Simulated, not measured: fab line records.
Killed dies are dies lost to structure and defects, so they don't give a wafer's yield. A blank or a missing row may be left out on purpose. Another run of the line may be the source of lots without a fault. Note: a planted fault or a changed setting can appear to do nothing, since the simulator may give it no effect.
Matching of chambers / flow sky130 / 4 sister chambers for SKY_VIA4_ETCH_12 on rie-diel-03
The step etches SiO2 in C4F8/O2/Ar, stops on TiN, target depth 580 nm. 16 wafers are shown with their chamber, then 8 later ones without.

WAFERS, EACH WITH ITS CHAMBER
wafer=L075.1; chamber=3; chamber-pressure-mTorr (mTorr)=40.01; oes-product-au (a.u.)=0.921
wafer=L075.3; chamber=0; chamber-pressure-mTorr (mTorr)=40.01; oes-product-au (a.u.)=0.926
wafer=L075.6; chamber=1; chamber-pressure-mTorr (mTorr)=40.03; oes-product-au (a.u.)=0.923
wafer=L078.1; chamber=1; chamber-pressure-mTorr (mTorr)=40.03; oes-product-au (a.u.)=0.928
wafer=L078.2; chamber=2; chamber-pressure-mTorr (mTorr)=40.00; oes-product-au (a.u.)=0.926
wafer=L078.5; chamber=3; chamber-pressure-mTorr (mTorr)=39.94; oes-product-au (a.u.)=0.927
wafer=L080.1; chamber=0; chamber-pressure-mTorr (mTorr)=39.91; oes-product-au (a.u.)=0.917
wafer=L080.2; chamber=2; chamber-pressure-mTorr (mTorr)=40.03; oes-product-au (a.u.)=0.930
wafer=L080.5; chamber=1; chamber-pressure-mTorr (mTorr)=40.00; oes-product-au (a.u.)=0.920
wafer=L083.3; chamber=3; chamber-pressure-mTorr (mTorr)=39.92; oes-product-au (a.u.)=0.922
wafer=L083.4; chamber=3; chamber-pressure-mTorr (mTorr)=39.99; oes-product-au (a.u.)=0.939
wafer=L083.5; chamber=2; chamber-pressure-mTorr (mTorr)=40.01; oes-product-au (a.u.)=0.925
wafer=L085.1; chamber=1; chamber-pressure-mTorr (mTorr)=40.06; oes-product-au (a.u.)=0.929
wafer=L085.4; chamber=1; chamber-pressure-mTorr (mTorr)=40.01; oes-product-au (a.u.)=0.925
wafer=L085.5; chamber=3; chamber-pressure-mTorr (mTorr)=40.03; oes-product-au (a.u.)=0.924
wafer=L087.1; chamber=1; chamber-pressure-mTorr (mTorr)=39.96; oes-product-au (a.u.)=0.926

SIGNATURES (averages over the wafers above)
reading=chamber-pressure-mTorr; chamber 0=39.9600; chamber 1=40.0150; chamber 2=40.0133; chamber 3=39.9780; scatter within a chamber=0.0407
reading=oes-product-au; chamber 0=0.92150; chamber 1=0.92517; chamber 2=0.92700; chamber 3=0.92660; scatter within a chamber=0.00518
Rule: a wafer's distance from a chamber is the root of the sum, over the readings, of the square of ((its reading less the chamber's mean) divided by the reading's scatter). The wafer belongs to the nearest chamber; if the next one is less than 2 further off, it can't be placed. How the scatter is found: for the shown wafers, subtract from each reading the mean of its chamber, square and add these, divide the total by (wafers less chambers), then take the root.

WAFERS WHOSE CHAMBER IS MISSING
wafer=L087.3; chamber-pressure-mTorr (mTorr)=39.98; oes-product-au (a.u.)=0.921
wafer=L087.4; chamber-pressure-mTorr (mTorr)=39.91; oes-product-au (a.u.)=0.921
wafer=L090.2; chamber-pressure-mTorr (mTorr)=39.95; oes-product-au (a.u.)=0.922
wafer=L090.3; chamber-pressure-mTorr (mTorr)=39.95; oes-product-au (a.u.)=0.923
wafer=L090.4; chamber-pressure-mTorr (mTorr)=39.97; oes-product-au (a.u.)=0.929
wafer=L097.1; chamber-pressure-mTorr (mTorr)=40.01; oes-product-au (a.u.)=0.923
wafer=L097.4; chamber-pressure-mTorr (mTorr)=39.98; oes-product-au (a.u.)=0.933
wafer=L097.5; chamber-pressure-mTorr (mTorr)=40.01; oes-product-au (a.u.)=0.925

THE CHAMBER EACH PASSED THROUGH
wafer=L087.3; from the rows above=can't be placed: 0 or 3 or 1 or 2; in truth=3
wafer=L087.4; from the rows above=can't be placed: 0 or 3 or 1 or 2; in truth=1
wafer=L090.2; from the rows above=can't be placed: 0 or 3 or 1 or 2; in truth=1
wafer=L090.3; from the rows above=can't be placed: 0 or 3 or 1 or 2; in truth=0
wafer=L090.4; from the rows above=can't be placed: 3 or 2 or 1 or 0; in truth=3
wafer=L097.1; from the rows above=can't be placed: 1 or 2 or 3 or 0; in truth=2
wafer=L097.4; from the rows above=can't be placed: 3 or 2 or 1 or 0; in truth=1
wafer=L097.5; from the rows above=can't be placed: 1 or 2 or 3 or 0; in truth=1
Correct placement for 0 of the 8. Unplaceable from these rows: 8, with the true chamber sitting among the candidates in 8. 0 placed wrongly.
